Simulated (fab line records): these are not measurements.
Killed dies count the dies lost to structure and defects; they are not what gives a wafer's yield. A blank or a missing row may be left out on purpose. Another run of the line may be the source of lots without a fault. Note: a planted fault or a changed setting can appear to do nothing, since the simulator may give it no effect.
Code-filled problem report in 8D (eight disciplines) form | flow sky130 | the parts of the form that need people (team, actions taken, sign-off) are left out

## 1. WHAT IS WRONG
Wafers free of any fault read 15.50 nm (standard deviation 0.2) for CAP2M_CVD_00_THK at SKY_CAP2M_THK_MEAS_01, against a mean of 27.20 nm on 4 wafers of 2 lots. Relative to the usual mean, that is a shift of +59 standard deviations.
First observed at day 43 15:50: wafer L289.4, on film_metro-04. The record has a number at this step for 33 wafers belonging to 11 lots. Rule for "out" (also "out of limits"): further than 4 standard deviations from the usual mean. The rest of the wafers with a number are treated as sound.

## 2. WHAT IT IS, WHAT IT ISN'T
question                    | is                             | is not
which readings at this step | CAP2M_CVD_00_THK               | -
which lots                  | L289, L291                     | L279, L281, L283, L286, L287, L296, L297, L298, L300
which wafers of those lots  | L289.4, L289.5, L291.4, L291.5 | L289.1, L291.6
read on which gauges        | film_metro-03, film_metro-04   | film_metro-02
when                        | from day 43 15:50              | up to then (16 sound wafers); but 13 sound wafers of L291, L296, L297, L298, L300 came after

## 3. WHAT RULES OUT EACH SUSPECT
Counting: any tool at a process step up to the reading remains a suspect provided it ran every lot that is out. Sound lots after the first of them don't rule it out here, since some wafers of a struck lot are sound.
- the gauge at SKY_CAP2M_THK_MEAS_01 has been ruled out. 2 gauges (film_metro-03, film_metro-04) read the wafers that are out.
- plasma_asher-04 at SKY_METAL2_STRIP_20 (strips in O2/N2): kept. Ran every lot that is out, first one L289 (day 39 08:44); last sound lot up to then L286 (day 38 15:36).
- plasma_asher-02 at SKY_CAPM_STRIP_14 (strips in O2/N2): kept. Ran every lot that is out, first one L289 (day 41 13:04); last sound lot up to then L286 (day 40 19:52).
- pecvd-04 at SKY_CAP2M_CVD_00 (deposits SiO2, target thk 15.5 nm): kept. Ran every lot that is out, first one L289 (day 43 15:48); last sound lot up to then L286 (day 42 23:59).
plasma_asher-04 at SKY_METAL2_STRIP_20, plasma_asher-02 at SKY_CAPM_STRIP_14 and pecvd-04 at SKY_CAP2M_CVD_00 are what is left after counting.

## 4. THE CAUSE (what the simulator had put in)
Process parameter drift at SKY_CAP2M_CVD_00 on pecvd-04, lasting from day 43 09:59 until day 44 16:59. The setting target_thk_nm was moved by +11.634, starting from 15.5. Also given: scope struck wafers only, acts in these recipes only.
Counting left 3 suspects, and this tool is among them.

## 5. SEQUENCE OF EFFECTS, ordered by route
Each row: a reading where the mean over the struck wafers with a number is more than 3 standard deviations away from the usual. Only readings whose record carries a usual standard deviation are examined. hours: median over the lots of the time between each lot's start at the first step of this table that gives one and its start at this step. sigmas: the change, counted in usual standard deviations.
hours | step                  | reading          | usual      | on struck wafers | change | sigmas
0     | SKY_CAP2M_THK_MEAS_01 | CAP2M_CVD_00_THK | 15.50 nm   | 27.20            | +11.70 | +59
45    | SKY_METAL4_ETCH_17    | oes_product_au   | 0.754 a.u. | 0.997            | +0.243 | +36
Its process steps:
- SKY_METAL4_ETCH_17: etches SiO2 in C4F8/O2/Ar, stops on TiN, time 3.9 s, target depth 15 nm.

## 6. WHAT WOULD HAVE CAUGHT IT SOONER
The first out-of-limits reading at a measuring or inspecting step in this record came at day 43 15:50, 6 hours after the fault's start at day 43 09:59.
Of the tool readings at SKY_CAP2M_CVD_00 for which the record gives a usual standard deviation, none was out on any struck wafer, so an alarm limit of 4 standard deviations on them would not have fired.
Lots out: 2; of these, L291 started SKY_CAP2M_CVD_00 on pecvd-04 after day 43 15:50. A tool hold placed at that time would have kept it from harm.
